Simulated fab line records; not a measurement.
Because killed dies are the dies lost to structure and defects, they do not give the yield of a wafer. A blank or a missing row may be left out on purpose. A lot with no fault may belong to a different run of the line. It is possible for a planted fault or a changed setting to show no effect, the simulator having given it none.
The tool behind it: which one? -- flow sky130 -- route of 708 steps, sampled at 1 step: 12 lots, 36 wafers

WHAT THE GAUGES READ, wafer by wafer
SKY_LDD_HVP_OVL_MEAS_07.
lot,measured,on,LDD_HVP_OVL (nm)
L075,day 23 02:23,overlay-02,0.6 1.0 -0.2
L076,day 23 04:38,overlay-02,1.2 1.3 1.6
L080,day 24 03:08,overlay-01,3.4 3.5 3.4
L081,day 24 13:47,overlay-02,0.9 -0.2 0.9
L083,day 25 10:26,overlay-01,2.3 1.9 2.8
L085,day 26 00:29,overlay-01,1.8 2.4 1.2
L086,day 26 07:08,overlay-01,2.8 1.1 1.9
L089,day 27 08:59,overlay-02,1.4 -0.5 0.1
L091,day 27 21:23,overlay-01,-1.1 0.2 -0.8
L093,day 28 12:14,overlay-01,1.4 -0.3 0.3
L095,day 28 23:56,overlay-01,-0.1 0.5 1.3
L097,day 29 15:27,overlay-01,2.0 2.3 1.6

WHICH TOOL RAN EACH LOT (tool, then ch and the chambers of the sampled wafers, then the start)
Record: no process step prior to these readings.

THE ANSWER, worked out from the rows above alone
Rule: the usual values come from the lots themselves. Put in order of their means at a reading, lots are off if they are a third of the lots or fewer, leave a main group of 4 or more, and stand apart from it by a gap of 3 or more times the standard deviation of the main group's means; of several such gaps the widest counts. The tables above print the reading to a certain number of digits; a main group whose means all agree to those digits is not used. A lot without any number at a reading at which 4 lots or more have one is off too. The other lots that the step has rows for count as sound.
None of the lots is off at any reading shown; this tells nothing.

WHAT THE SIMULATOR HAD INSERTED
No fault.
